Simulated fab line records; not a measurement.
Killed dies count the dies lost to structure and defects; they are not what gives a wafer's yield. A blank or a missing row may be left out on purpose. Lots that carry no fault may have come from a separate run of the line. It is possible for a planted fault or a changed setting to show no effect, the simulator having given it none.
fab line records :: flow sky130
[record]
  lots = 5
  wafers = 15
  last-day = 49
route steps=708 shown PAD_OPEN@697
lots that met no fault: from a run of the same line without faults
start-h: start of the lot's first displayed wafer, in hours after the record's first day :: wait-h: hours elapsed since this lot's preceding step :: " unchanged from the row above :: L1.1+2: a single row standing in for several wafers :: - no value, or no start was given :: * or withheld: withheld :: < > ~ a bound
route shown NAME@n: a module of which the file shows steps, and the number in the route of the first :: usual: mean/standard deviation of fault-free wafers :: same: alike in all rows :: chamber/n: place in a boat :: sites: readings site by site :: _std_site: standard deviation across them :: _edge_site: the outer-site mean with the inner-site mean subtracted :: radius-mm: for every site, how far away it sits from the centre of the wafer :: mask NAME#n: copy n :: behind: the tool/chamber that last shaped the wafer :: hold: why the lot was held/for how many hours/how that ended :: device: which transistor (n, p or np) failed to switch :: end of line: tests of these same wafers at the route's end :: a step with no rows: only its recipe :: killed: the dies lost at the first sort to structure and to defects; this is not the yield of the wafer :: map: dies across one wafer; x = killed, . = not, _ = none there
set.NAME: setting as actually run; set.NAME@STEP: the setting as run at that earlier step :: model.NAME: the simulator's own value behind a step, which no gauge read
lots at some steps of the route; a table a step, a row a wafer
services: a tool's chamber out of use, with start hour (start-h, from the record's first day; less than 0 if before it), hours out, and reason
[[steps]]
[step SKY_PAD_OPEN_SOFTBAKE_03]
[recipe]
  temp-c = 110
  time-s = withheld
lot.wafer: L084.2+4+5
tool: litho-track-03
chamber: 0
start-h: 1129.28
wait-h: 0.1

lot.wafer: L085.2+4+5
tool: litho-track-01
chamber: 0
start-h: 1133.76
wait-h: 0.1

lot.wafer: L092.3+4+6
tool: litho-track-01
chamber: 0
start-h: 1165.34
wait-h: 0.1

lot.wafer: L094.2+3+5
tool: litho-track-03
chamber: 0
start-h: 1170.23
wait-h: 0.1

lot.wafer: L093.1+3+4
tool: litho-track-01
chamber: 0
start-h: 1170.52
wait-h: 0.1
[step SKY_PAD_OPEN_EXPOSE_04]
[recipe]
  mask-id = PDM
  target-cd-nm = 60000
  na = 0.57
  dose-mj = 260
lot.wafer: L084.2+4+5
tool: iline-stepper-01
chamber: 0
start-h: -
wait-h: -
mask: PDM#0

lot.wafer: L085.2+4+5
tool: iline-stepper-01
chamber: 0
start-h: -
wait-h: -
mask: PDM#0

lot.wafer: L092.3+4+6
tool: iline-stepper-02
chamber: 0
start-h: -
wait-h: -
mask: PDM#0

lot.wafer: L094.2+3+5
tool: iline-stepper-02
chamber: 0
start-h: -
wait-h: -
mask: PDM#0

lot.wafer: L093.1+3+4
tool: iline-stepper-01
chamber: 0
start-h: -
wait-h: -
mask: PDM#0
[step SKY_PAD_OPEN_PEB_05]
[recipe]
  temp-c = 115
  time-s = withheld
lot.wafer: L084.2+4+5
tool: litho-track-02
chamber: 0
start-h: -
wait-h: -

lot.wafer: L085.2+4+5
tool: litho-track-02
chamber: 0
start-h: -
wait-h: -

lot.wafer: L092.3+4+6
tool: litho-track-01
chamber: 0
start-h: -
wait-h: -

lot.wafer: L094.2+3+5
tool: litho-track-01
chamber: 0
start-h: -
wait-h: -

lot.wafer: L093.1+3+4
tool: litho-track-01
chamber: 0
start-h: -
wait-h: -
[step SKY_PAD_OPEN_DEVELOP_06]
[recipe]
  develop-time-s = 60
  dev-temp-c = 23
lot.wafer: L084.2+4+5
tool: litho-track-02
chamber: 0
start-h: -
wait-h: -

lot.wafer: L085.2+4+5
tool: litho-track-02
chamber: 0
start-h: -
wait-h: -

lot.wafer: L092.3+4+6
tool: litho-track-01
chamber: 0
start-h: -
wait-h: -

lot.wafer: L094.2+3+5
tool: litho-track-01
chamber: 0
start-h: -
wait-h: -

lot.wafer: L093.1+3+4
tool: litho-track-01
chamber: 0
start-h: -
wait-h: -
[step SKY_PAD_OPEN_ETCH_07]
[recipe]
  chemistry = CF4/O2
  target-depth-nm = 725
  stop-on = AlCu
  source-w = 800
  bias-w = 150
  pressure-mtorr = 150
  cf4-flow-sccm = 80
  O2_flow_sccm = 10
  time-s = 161.1
[usual]
  O2_flow_sccm = 10.00/0.032
  chamber-pressure-mTorr = 150.00/0.15
  drypump-motor-current-A = 5.9/0.44
  oes-product-au = 0.978/0.0073
  rf-fwd-power-W = 796.7/2.6
  throttle-valve-pct = 5.964/0.0091
lot.wafer: L084.2
tool: rie-diel-04
chamber: 3
start-h: 1138.54
wait-h: -
O2_flow_sccm: 9.94
chamber-pressure-mTorr: 149.81
drypump-motor-current-A: 5.9
oes-product-au: 0.968
rf-fwd-power-W: 796.9
rf-hours-counter-h: 23
throttle-valve-pct: 5.955

lot.wafer: L084.4
tool: rie-diel-04
chamber: 2
start-h: 1138.54
wait-h: -
O2_flow_sccm: 9.98
chamber-pressure-mTorr: 150.17
drypump-motor-current-A: 5.4
oes-product-au: 0.981
rf-fwd-power-W: 791.8
rf-hours-counter-h: 18
throttle-valve-pct: 5.970

lot.wafer: L084.5
tool: rie-diel-04
chamber: 3
start-h: 1138.54
wait-h: -
O2_flow_sccm: 9.93
chamber-pressure-mTorr: 149.88
drypump-motor-current-A: 5.8
oes-product-au: 0.969
rf-fwd-power-W: 797.5
rf-hours-counter-h: -
throttle-valve-pct: 5.948

lot.wafer: L085.2
tool: rie-diel-03
chamber: 3
start-h: 1141.99
wait-h: -
O2_flow_sccm: 10.03
chamber-pressure-mTorr: 150.36
drypump-motor-current-A: 6.2
oes-product-au: 0.972
rf-fwd-power-W: 795.1
rf-hours-counter-h: 27
throttle-valve-pct: 5.978

lot.wafer: L085.4
tool: rie-diel-03
chamber: 2
start-h: 1141.99
wait-h: -
O2_flow_sccm: 9.95
chamber-pressure-mTorr: 150.12
drypump-motor-current-A: 5.4
oes-product-au: 0.979
rf-fwd-power-W: 797.8
rf-hours-counter-h: 19
throttle-valve-pct: 5.981

lot.wafer: L085.5
tool: rie-diel-03
chamber: 1
start-h: 1141.99
wait-h: -
O2_flow_sccm: 9.99
chamber-pressure-mTorr: 149.93
drypump-motor-current-A: 5.0
oes-product-au: 0.985
rf-fwd-power-W: 802.6
rf-hours-counter-h: -
throttle-valve-pct: 5.963

lot.wafer: L092.3
tool: rie-diel-01
chamber: 3
start-h: 1174.27
wait-h: -
O2_flow_sccm: 10.01
chamber-pressure-mTorr: 149.85
drypump-motor-current-A: 5.4
oes-product-au: 0.986
rf-fwd-power-W: 799.0
rf-hours-counter-h: 19
throttle-valve-pct: 5.969

lot.wafer: L092.4
tool: rie-diel-01
chamber: 2
start-h: 1174.27
wait-h: -
O2_flow_sccm: 10.00
chamber-pressure-mTorr: 149.91
drypump-motor-current-A: 6.2
oes-product-au: 0.980
rf-fwd-power-W: 797.4
rf-hours-counter-h: -
throttle-valve-pct: 5.966

lot.wafer: L092.6
tool: rie-diel-01
chamber: 0
start-h: 1174.27
wait-h: -
O2_flow_sccm: 10.02
chamber-pressure-mTorr: 150.09
drypump-motor-current-A: 6.4
oes-product-au: 0.976
rf-fwd-power-W: 796.4
rf-hours-counter-h: -
throttle-valve-pct: 5.974

lot.wafer: L094.2
tool: rie-diel-01
chamber: 3
start-h: 1178.17
wait-h: -
O2_flow_sccm: 9.99
chamber-pressure-mTorr: 149.92
drypump-motor-current-A: 5.5
oes-product-au: 0.974
rf-fwd-power-W: 797.4
rf-hours-counter-h: 19
throttle-valve-pct: 5.971

lot.wafer: L094.3
tool: rie-diel-01
chamber: 0
start-h: 1178.17
wait-h: -
O2_flow_sccm: 10.01
chamber-pressure-mTorr: 149.67
drypump-motor-current-A: 6.5
oes-product-au: 0.977
rf-fwd-power-W: 798.9
rf-hours-counter-h: -
throttle-valve-pct: 5.965

lot.wafer: L094.5
tool: rie-diel-01
chamber: 3
start-h: 1178.17
wait-h: -
O2_flow_sccm: 10.01
chamber-pressure-mTorr: 150.27
drypump-motor-current-A: 5.5
oes-product-au: 0.986
rf-fwd-power-W: 796.8
rf-hours-counter-h: -
throttle-valve-pct: 5.959

lot.wafer: L093.1
tool: rie-diel-04
chamber: 3
start-h: 1178.52
wait-h: -
O2_flow_sccm: 9.98
chamber-pressure-mTorr: 149.75
drypump-motor-current-A: 5.8
oes-product-au: 0.967
rf-fwd-power-W: 798.0
rf-hours-counter-h: 25
throttle-valve-pct: 5.953

lot.wafer: L093.3
tool: rie-diel-04
chamber: 1
start-h: 1178.52
wait-h: -
O2_flow_sccm: 10.00
chamber-pressure-mTorr: 149.97
drypump-motor-current-A: 6.0
oes-product-au: 0.990
rf-fwd-power-W: 805.0
rf-hours-counter-h: 13
throttle-valve-pct: 5.959

lot.wafer: L093.4
tool: rie-diel-04
chamber: 3
start-h: 1178.52
wait-h: -
O2_flow_sccm: 9.94
chamber-pressure-mTorr: 149.81
drypump-motor-current-A: 5.9
oes-product-au: 0.979
rf-fwd-power-W: 798.2
rf-hours-counter-h: -
throttle-valve-pct: 5.976
[step SKY_PAD_OPEN_STRIP_08]
[recipe]
  chemistry = O2/N2
  power-w = 1400
  pressure-mtorr = 1500
  platen-temp-c = withheld
  overash-fraction = 0.7
  o2-flow-sccm = 3000
  n2-flow-sccm = 300
[usual]
  chamber-pressure-mTorr = 1500.0/1.5
  drypump-motor-current-A = 5.37/0.28
  oes-product-au = 0.663/0.0046
  strip-time-to-endpoint-s = 37.09/0.084
lot.wafer: L084.2
tool: plasma-asher-04
chamber: 1
start-h: 1138.65
wait-h: 0.1
chamber-pressure-mTorr: 1497.4
drypump-motor-current-A: 5.51
oes-product-au: 0.665
rf-hours-counter-h: 103
strip-time-to-endpoint-s: 37.10

lot.wafer: L084.4
tool: plasma-asher-04
chamber: 0
start-h: 1138.65
wait-h: 0.1
chamber-pressure-mTorr: 1499.3
drypump-motor-current-A: 5.57
oes-product-au: 0.657
rf-hours-counter-h: -
strip-time-to-endpoint-s: 37.12

lot.wafer: L084.5
tool: plasma-asher-04
chamber: 1
start-h: 1138.65
wait-h: 0.1
chamber-pressure-mTorr: 1496.9
drypump-motor-current-A: 5.51
oes-product-au: 0.661
rf-hours-counter-h: -
strip-time-to-endpoint-s: 37.11

lot.wafer: L085.2
tool: plasma-asher-02
chamber: 1
start-h: 1142.10
wait-h: 0.1
chamber-pressure-mTorr: 1499.5
drypump-motor-current-A: 5.01
oes-product-au: 0.654
rf-hours-counter-h: 66
strip-time-to-endpoint-s: 37.18

lot.wafer: L085.4
tool: plasma-asher-02
chamber: 0
start-h: 1142.10
wait-h: 0.1
chamber-pressure-mTorr: 1501.0
drypump-motor-current-A: 5.10
oes-product-au: 0.658
rf-hours-counter-h: -
strip-time-to-endpoint-s: 37.18

lot.wafer: L085.5
tool: plasma-asher-02
chamber: 1
start-h: 1142.10
wait-h: 0.1
chamber-pressure-mTorr: 1499.2
drypump-motor-current-A: 5.00
oes-product-au: 0.668
rf-hours-counter-h: -
strip-time-to-endpoint-s: 37.16

lot.wafer: L092.3
tool: plasma-asher-04
chamber: 1
start-h: 1174.41
wait-h: 0.1
chamber-pressure-mTorr: 1499.4
drypump-motor-current-A: 5.49
oes-product-au: 0.655
rf-hours-counter-h: -
strip-time-to-endpoint-s: 37.10

lot.wafer: L092.4
tool: plasma-asher-04
chamber: 0
start-h: 1174.41
wait-h: 0.1
chamber-pressure-mTorr: 1501.5
drypump-motor-current-A: 5.59
oes-product-au: 0.664
rf-hours-counter-h: -
strip-time-to-endpoint-s: 36.99

lot.wafer: L092.6
tool: plasma-asher-04
chamber: 0
start-h: 1174.41
wait-h: 0.1
chamber-pressure-mTorr: 1501.4
drypump-motor-current-A: 5.55
oes-product-au: 0.665
rf-hours-counter-h: -
strip-time-to-endpoint-s: 37.14

lot.wafer: L094.2
tool: plasma-asher-02
chamber: 1
start-h: 1178.33
wait-h: 0.1
chamber-pressure-mTorr: 1501.2
drypump-motor-current-A: 5.02
oes-product-au: 0.673
rf-hours-counter-h: 68
strip-time-to-endpoint-s: 37.20

lot.wafer: L094.3
tool: plasma-asher-02
chamber: 1
start-h: 1178.33
wait-h: 0.1
chamber-pressure-mTorr: 1499.7
drypump-motor-current-A: 5.01
oes-product-au: 0.660
rf-hours-counter-h: -
strip-time-to-endpoint-s: 37.05

lot.wafer: L094.5
tool: plasma-asher-02
chamber: 1
start-h: 1178.33
wait-h: 0.1
chamber-pressure-mTorr: 1497.8
drypump-motor-current-A: 5.01
oes-product-au: 0.662
rf-hours-counter-h: -
strip-time-to-endpoint-s: 37.09

lot.wafer: L093.1
tool: plasma-asher-01
chamber: 1
start-h: 1178.63
wait-h: 0.1
chamber-pressure-mTorr: 1500.8
drypump-motor-current-A: 5.36
oes-product-au: 0.661
rf-hours-counter-h: 45
strip-time-to-endpoint-s: 37.02

lot.wafer: L093.3
tool: plasma-asher-01
chamber: 0
start-h: 1178.63
wait-h: 0.1
chamber-pressure-mTorr: 1502.2
drypump-motor-current-A: 5.91
oes-product-au: 0.662
rf-hours-counter-h: -
strip-time-to-endpoint-s: 37.03

lot.wafer: L093.4
tool: plasma-asher-01
chamber: 1
start-h: 1178.63
wait-h: 0.1
chamber-pressure-mTorr: 1497.1
drypump-motor-current-A: 5.36
oes-product-au: 0.656
rf-hours-counter-h: -
strip-time-to-endpoint-s: 36.89
[step SKY_PAD_OPEN_STRIP_09]
[recipe]
  chemistry = post-etch-residue-remover
  time-s = 1200
  temp-c = 72.5
[usual]
  bath-guard-temp-C = 72.4/0.51
  temp-c = 72.51/0.12
lot.wafer: L084.2
tool: wet-bench-01
chamber: 1
start-h: 1139.26
wait-h: 0.6
bath-guard-temp-C: 72.4
temp-c: 72.48

lot.wafer: L084.4
tool: wet-bench-01
chamber: 1
start-h: 1139.26
wait-h: 0.6
bath-guard-temp-C: 72.5
temp-c: 72.42

lot.wafer: L084.5
tool: wet-bench-01
chamber: 1
start-h: 1139.26
wait-h: 0.6
bath-guard-temp-C: 72.9
temp-c: 72.53

lot.wafer: L085.2
tool: wet-bench-04
chamber: 2
start-h: 1142.46
wait-h: 0.3
bath-guard-temp-C: 72.5
temp-c: 72.44

lot.wafer: L085.4
tool: wet-bench-04
chamber: 2
start-h: 1142.46
wait-h: 0.3
bath-guard-temp-C: 72.4
temp-c: 72.48

lot.wafer: L085.5
tool: wet-bench-04
chamber: 2
start-h: 1142.46
wait-h: 0.3
bath-guard-temp-C: 72.3
temp-c: 72.49

lot.wafer: L092.3
tool: wet-bench-04
chamber: 2
start-h: 1174.57
wait-h: 0.1
bath-guard-temp-C: 72.3
temp-c: 72.66

lot.wafer: L092.4
tool: wet-bench-04
chamber: 2
start-h: 1174.57
wait-h: 0.1
bath-guard-temp-C: 71.9
temp-c: 72.75

lot.wafer: L092.6
tool: wet-bench-04
chamber: 2
start-h: 1174.57
wait-h: 0.1
bath-guard-temp-C: 72.2
temp-c: 72.74

lot.wafer: L093.1
tool: wet-bench-02
chamber: 1
start-h: 1178.81
wait-h: 0.1
bath-guard-temp-C: 72.2
temp-c: 72.46

lot.wafer: L093.3
tool: wet-bench-02
chamber: 1
start-h: 1178.81
wait-h: 0.1
bath-guard-temp-C: 71.8
temp-c: 72.55

lot.wafer: L093.4
tool: wet-bench-02
chamber: 1
start-h: 1178.81
wait-h: 0.1
bath-guard-temp-C: 72.0
temp-c: 72.62

lot.wafer: L094.2
tool: wet-bench-02
chamber: 0
start-h: 1178.81
wait-h: 0.4
bath-guard-temp-C: 71.9
temp-c: 72.51

lot.wafer: L094.3
tool: wet-bench-02
chamber: 0
start-h: 1178.81
wait-h: 0.4
bath-guard-temp-C: 72.2
temp-c: 72.53

lot.wafer: L094.5
tool: wet-bench-02
chamber: 0
start-h: 1178.81
wait-h: 0.4
bath-guard-temp-C: 72.3
temp-c: 72.48
[step SKY_PAD_OPEN_CLEAN_10]
[recipe]
  chemistry = IPA
  time-s = 180
  temp-c = 25
[usual]
  temp-c = 25.00/0.13
lot.wafer: L084.2
tool: wet-bench-04
chamber: 0
start-h: 1139.97
wait-h: 0.4
temp-c: 24.98

lot.wafer: L084.4
tool: wet-bench-04
chamber: 0
start-h: 1139.97
wait-h: 0.4
temp-c: 24.82

lot.wafer: L084.5
tool: wet-bench-04
chamber: 0
start-h: 1139.97
wait-h: 0.4
temp-c: 24.84

lot.wafer: L085.2
tool: wet-bench-04
chamber: 0
start-h: 1142.86
wait-h: 0.1
temp-c: 24.92

lot.wafer: L085.4
tool: wet-bench-04
chamber: 0
start-h: 1142.86
wait-h: 0.1
temp-c: 25.05

lot.wafer: L085.5
tool: wet-bench-04
chamber: 0
start-h: 1142.86
wait-h: 0.1
temp-c: 24.95

lot.wafer: L092.3
tool: wet-bench-01
chamber: 0
start-h: 1175.25
wait-h: 0.0
temp-c: 25.05

lot.wafer: L092.4
tool: wet-bench-01
chamber: 0
start-h: 1175.25
wait-h: 0.0
temp-c: 24.97

lot.wafer: L092.6
tool: wet-bench-01
chamber: 0
start-h: 1175.25
wait-h: 0.0
temp-c: 25.18

lot.wafer: L093.1
tool: wet-bench-01
chamber: 1
start-h: 1179.66
wait-h: 0.5
temp-c: 25.05

lot.wafer: L093.3
tool: wet-bench-01
chamber: 1
start-h: 1179.66
wait-h: 0.5
temp-c: 25.06

lot.wafer: L093.4
tool: wet-bench-01
chamber: 1
start-h: 1179.66
wait-h: 0.5
temp-c: 24.84

lot.wafer: L094.2
tool: wet-bench-01
chamber: 1
start-h: 1179.66
wait-h: 0.5
temp-c: 24.74

lot.wafer: L094.3
tool: wet-bench-01
chamber: 1
start-h: 1179.66
wait-h: 0.5
temp-c: 24.63

lot.wafer: L094.5
tool: wet-bench-01
chamber: 1
start-h: 1179.66
wait-h: 0.5
temp-c: 24.77
[step SKY_PAD_OPEN_CLEAN_11]
[recipe]
  chemistry = O3/DIW
  dry = n2-spin
lot.wafer: L084.2+4+5
tool: wet-bench-04
chamber: 3
start-h: 1140.61
wait-h: 0.6

lot.wafer: L085.2+4+5
tool: wet-bench-04
chamber: 1
start-h: 1143.01
wait-h: 0.1

lot.wafer: L092.3+4+6
tool: wet-bench-01
chamber: 1
start-h: 1175.37
wait-h: 0.0

lot.wafer: L093.1+3+4
tool: wet-bench-01
chamber: 3
start-h: 1179.98
wait-h: 0.2

lot.wafer: L094.2+3+5
tool: wet-bench-01
chamber: 1
start-h: 1179.98
wait-h: 0.2
[step SKY_PAD_OPEN_ANNEAL_12]
[recipe]
  temp-c = 400
  time-s = withheld
  ambient = N2/H2
  idle-temp-c = 300
  ramp-up-c-per-min = 8
  ramp-down-c-per-min = 4
[usual]
  spike-tc-centre-C = 400.4/1.2
  spike-tc-lower-C = 399.7/1.2
  zone-power-top-pct = 9.19/0.14
lot.wafer: L084.2
tool: furnace-01
chamber: 0
start-h: 1140.70
wait-h: 0.0
spike-tc-centre-C: 400.9
spike-tc-lower-C: 401.3
zone-power-top-pct: 9.34

lot.wafer: L084.4
tool: furnace-01
chamber: 0
start-h: 1140.70
wait-h: 0.0
spike-tc-centre-C: 399.8
spike-tc-lower-C: 400.6
zone-power-top-pct: 9.31

lot.wafer: L084.5
tool: furnace-01
chamber: 0
start-h: 1140.70
wait-h: 0.0
spike-tc-centre-C: 401.3
spike-tc-lower-C: 400.4
zone-power-top-pct: 9.33

lot.wafer: L085.2
tool: furnace-01
chamber: 0
start-h: 1143.90
wait-h: 0.8
spike-tc-centre-C: 401.4
spike-tc-lower-C: 400.9
zone-power-top-pct: 9.31

lot.wafer: L085.4
tool: furnace-01
chamber: 0
start-h: 1143.90
wait-h: 0.8
spike-tc-centre-C: 401.2
spike-tc-lower-C: 401.5
zone-power-top-pct: 9.02

lot.wafer: L085.5
tool: furnace-01
chamber: 0
start-h: 1143.90
wait-h: 0.8
spike-tc-centre-C: 401.3
spike-tc-lower-C: 398.6
zone-power-top-pct: 9.21

lot.wafer: L092.3
tool: furnace-01
chamber: 0
start-h: 1175.55
wait-h: 0.0
spike-tc-centre-C: 400.2
spike-tc-lower-C: 399.6
zone-power-top-pct: 9.25

lot.wafer: L092.4
tool: furnace-01
chamber: 0
start-h: 1175.55
wait-h: 0.0
spike-tc-centre-C: 399.6
spike-tc-lower-C: 402.2
zone-power-top-pct: 9.21

lot.wafer: L092.6
tool: furnace-01
chamber: 0
start-h: 1175.55
wait-h: 0.0
spike-tc-centre-C: 402.0
spike-tc-lower-C: 399.4
zone-power-top-pct: 9.27

lot.wafer: L093.1
tool: furnace-02
chamber: 0
start-h: 1180.18
wait-h: 0.0
spike-tc-centre-C: 398.4
spike-tc-lower-C: 397.1
zone-power-top-pct: 9.06

lot.wafer: L093.3
tool: furnace-02
chamber: 0
start-h: 1180.18
wait-h: 0.0
spike-tc-centre-C: 398.8
spike-tc-lower-C: 398.2
zone-power-top-pct: 9.11

lot.wafer: L093.4
tool: furnace-02
chamber: 0
start-h: 1180.18
wait-h: 0.0
spike-tc-centre-C: 399.2
spike-tc-lower-C: 399.8
zone-power-top-pct: 9.19

lot.wafer: L094.2
tool: furnace-02
chamber: 0
start-h: 1180.18
wait-h: 0.0
spike-tc-centre-C: 397.2
spike-tc-lower-C: 398.6
zone-power-top-pct: 8.96

lot.wafer: L094.3
tool: furnace-02
chamber: 0
start-h: 1180.18
wait-h: 0.0
spike-tc-centre-C: 398.3
spike-tc-lower-C: 398.9
zone-power-top-pct: 9.18

lot.wafer: L094.5
tool: furnace-02
chamber: 0
start-h: 1180.18
wait-h: 0.0
spike-tc-centre-C: 399.4
spike-tc-lower-C: 399.7
zone-power-top-pct: 9.11
[step SKY_PAD_OPEN_BOW_MEAS_13]
[recipe]
  mode = bow
[usual]
  PAD_OPEN_BOW = 45/7.9
lot.wafer: L084.2
tool: film-metro-02
chamber: -
start-h: 1142.22
wait-h: -
PAD_OPEN_BOW[um]: 37

lot.wafer: L084.4
tool: film-metro-02
chamber: -
start-h: 1142.22
wait-h: -
PAD_OPEN_BOW[um]: 55

lot.wafer: L084.5
tool: film-metro-02
chamber: -
start-h: 1142.22
wait-h: -
PAD_OPEN_BOW[um]: 55

lot.wafer: L085.2
tool: film-metro-03
chamber: -
start-h: 1145.42
wait-h: -
PAD_OPEN_BOW[um]: 51

lot.wafer: L085.4
tool: film-metro-03
chamber: -
start-h: 1145.42
wait-h: -
PAD_OPEN_BOW[um]: 36

lot.wafer: L085.5
tool: film-metro-03
chamber: -
start-h: 1145.42
wait-h: -
PAD_OPEN_BOW[um]: 37

lot.wafer: L092.3
tool: film-metro-04
chamber: -
start-h: 1177.09
wait-h: -
PAD_OPEN_BOW[um]: 33

lot.wafer: L092.4
tool: film-metro-04
chamber: -
start-h: 1177.09
wait-h: -
PAD_OPEN_BOW[um]: 28

lot.wafer: L092.6
tool: film-metro-04
chamber: -
start-h: 1177.09
wait-h: -
PAD_OPEN_BOW[um]: 42

lot.wafer: L093.1
tool: film-metro-02
chamber: -
start-h: 1181.68
wait-h: -
PAD_OPEN_BOW[um]: 47

lot.wafer: L093.3
tool: film-metro-02
chamber: -
start-h: 1181.68
wait-h: -
PAD_OPEN_BOW[um]: 41

lot.wafer: L093.4
tool: film-metro-02
chamber: -
start-h: 1181.68
wait-h: -
PAD_OPEN_BOW[um]: 49

lot.wafer: L094.2
tool: film-metro-04
chamber: -
start-h: 1181.70
wait-h: -
PAD_OPEN_BOW[um]: 49

lot.wafer: L094.3
tool: film-metro-04
chamber: -
start-h: 1181.70
wait-h: -
PAD_OPEN_BOW[um]: 56

lot.wafer: L094.5
tool: film-metro-04
chamber: -
start-h: 1181.70
wait-h: -
PAD_OPEN_BOW[um]: 48
[step SKY_PAD_OPEN_PROBE_99]
[usual]
  defect-limited-yield = 82.1/2
  killed_at_M0_to_M3 = 44/7.8
  killed_at_M4_up = 3.1/1.7
  killed-at-contacts = 25/5.1
  killed-at-front-end = 15/4.4
  killed-at-other = 0.5/0.68
  killed-dies = 88/9.9
  killed-open = 48/6.9
  killed-short = 39/6.5
  sort_bin_3_pad_short = 0.8/0.42
  sort_bin_5_function = 10.6/1.5
  sort_bin_6_memory = 6.5/1.2
  sort-n-pass = 404/9.9
  sort-yield-pct = 82.1/2
[same]
  gross-dies = 492
  killed-at-back-side = 0
  sort_bin_4_leakage[%] = 0
  sort_bin_8_speed[%] = 0
lot.wafer: L084.2
tool: prober-02
chamber: -
start-h: 1142.37
wait-h: 0.1
defect-limited-yield[%]: 81.7
killed_at_M0_to_M3: 38
killed_at_M4_up: 5
killed-at-contacts: 27
killed-at-front-end: 18
killed-at-other: 2
killed-dies: 90
killed-open: 49
killed-short: 40
sort_bin_3_pad_short[%]: 0.4
sort_bin_5_function[%]: 11.0
sort_bin_6_memory[%]: 6.9
sort-n-pass: 402
sort-yield-pct[%]: 81.7

lot.wafer: L084.4
tool: prober-02
chamber: -
start-h: 1142.47
wait-h: 0.2
defect-limited-yield[%]: 81.7
killed_at_M0_to_M3: 46
killed_at_M4_up: 4
killed-at-contacts: 29
killed-at-front-end: 11
killed-at-other: 0
killed-dies: 90
killed-open: 54
killed-short: 35
sort_bin_3_pad_short[%]: 0.8
sort_bin_5_function[%]: 11.0
sort_bin_6_memory[%]: 6.5
sort-n-pass: 402
sort-yield-pct[%]: 81.7

lot.wafer: L084.5
tool: prober-02
chamber: -
start-h: 1142.52
wait-h: 0.2
defect-limited-yield[%]: 83.3
killed_at_M0_to_M3: 28
killed_at_M4_up: 4
killed-at-contacts: 32
killed-at-front-end: 18
killed-at-other: 0
killed-dies: 82
killed-open: 48
killed-short: 34
sort_bin_3_pad_short[%]: 0.4
sort_bin_5_function[%]: 9.6
sort_bin_6_memory[%]: 6.7
sort-n-pass: 410
sort-yield-pct[%]: 83.3
// killed by level:class
L084.2 CONTACT:geometric-particle:open=15 VIA1:geometric-particle:open=9 METAL1:geometric-particle:short=8 FIELD_ISO:geometric-particle:open=7 LI_CONTACT:geometric-particle:open=5 POLY_GATE:geometric-particle:short=4 VIA2:geometric-particle:open=4 CONTACT:geometric-particle:short=4
L084.4 LI_CONTACT:geometric-particle:open=12 CONTACT:geometric-particle:open=9 VIA1:geometric-particle:open=7 METAL1:geometric-particle:short=7 VIA3:geometric-particle:open=7 VIA2:geometric-particle:open=6 METAL2:geometric-particle:short=6 CONTACT:geometric-particle:short=4
L084.5 CONTACT:geometric-particle:open=10 VIA1:geometric-particle:open=10 CONTACT:geometric-particle:short=8 FIELD_ISO:geometric-particle:open=7 LI_CONTACT:geometric-particle:open=6 LOCAL_INTERCONNECT:geometric-particle:short=6 FIELD_ISO:geometric-particle:short=5 VIA1:geometric-particle:short=4
[[services]]
tool: litho-track-01
chamber: -
start-h: 1107.14
hours: -
kind: consumable-replace:filter

tool: litho-track-03
chamber: -
start-h: 1112.55
hours: -
kind: consumable-replace:filter

tool: plasma-asher-04
chamber: -
start-h: 1116.10
hours: 4.3
kind: repair

tool: furnace-02
chamber: -
start-h: 1120.72
hours: 3.7
kind: pm

tool: iline-stepper-01
chamber: -
start-h: 1138.48
hours: 1.7
kind: pm

tool: furnace-02
chamber: -
start-h: 1142.05
hours: 4.3
kind: pm

tool: rie-diel-03
chamber: 0
start-h: 1144.36
hours: -
kind: clean

tool: rie-diel-03
chamber: 0
start-h: 1144.36
hours: -
kind: consumable-replace:focus-ring

tool: rie-diel-03
chamber: 0
start-h: 1144.36
hours: 15.4
kind: scheduled-down

tool: rie-diel-03
chamber: 0
start-h: 1144.36
hours: 15.4
kind: vent-cycle

tool: rie-diel-01
chamber: 1
start-h: 1161.03
hours: 22.9
kind: repair

tool: plasma-asher-02
chamber: -
start-h: 1163.71
hours: 12.8
kind: repair

tool: rie-diel-01
chamber: 2
start-h: 1163.81
hours: 3.7
kind: repair

tool: rie-diel-04
chamber: 2
start-h: 1163.83
hours: 2.5
kind: repair

tool: rie-diel-03
chamber: 3
start-h: 1164.76
hours: 11.5
kind: repair

tool: furnace-01
chamber: -
start-h: 1167.44
hours: 2.5
kind: pm

tool: rie-diel-04
chamber: -
start-h: 1173.70
hours: 2.1
kind: repair

tool: rie-diel-04
chamber: 2
start-h: 1176.38
hours: 4.1
kind: repair

tool: rie-diel-01
chamber: 2
start-h: 1176.79
hours: 5.2
kind: repair
[[key]]
fault none
